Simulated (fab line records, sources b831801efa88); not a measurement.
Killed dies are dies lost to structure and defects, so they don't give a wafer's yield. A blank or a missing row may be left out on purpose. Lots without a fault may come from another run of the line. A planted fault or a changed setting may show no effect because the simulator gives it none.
Chamber matching | flow gf180mcu | GF_STI_CMP_25 on cmp-02: 4 sister chambers
The step polishes, stops on Si3N4, t overpolish 33 s, target thk 524.6 nm. 4 wafers are shown with their chamber, then 8 later ones without.

WAFERS WITH THEIR CHAMBER
wafer  | chamber | motor_current_A (A)
L188.4 | 2       | 12.5
L192.4 | 1       | 11.7
L192.5 | 3       | 13.6
L197.2 | 0       | 12.7

WAFERS WITHOUT THEIR CHAMBER
wafer  | motor_current_A (A)
L197.4 | 13.4
L197.5 | 12.3
L198.1 | 12.2
L198.4 | 13.4
L198.5 | 11.8
L204.2 | 13.9
L204.4 | 12.7
L204.5 | 12.8

WHICH CHAMBER EACH WENT THROUGH
wafer  | from the rows above          | in truth
L197.4 | 3                            | 3
L197.5 | can't be placed: 2 or 0      | 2
L198.1 | can't be placed: 2 or 0 or 1 | 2
L198.4 | 3                            | 3
L198.5 | 1                            | 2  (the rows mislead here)
L204.2 | 3                            | 3
L204.4 | can't be placed: 0 or 2      | 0
L204.5 | can't be placed: 0 or 2      | 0
Placed correctly: 3 of 8. Can't be placed from these rows: 4 (the true chamber is among the candidates in 4). Placed wrongly: 1.
How it was worked out, from the rows above alone: a wafer's distance from a chamber is the root of the sum, over the readings, of the square of ((its reading less the chamber's mean) divided by the reading's scatter). The wafer belongs to the nearest chamber; if the next one is less than 2 further off, it can't be placed. A chamber's mean is the mean of its shown wafers. The scatter: with one shown wafer a chamber, the root of the mean of the squares of how far each hidden wafer lies from its nearest shown one.
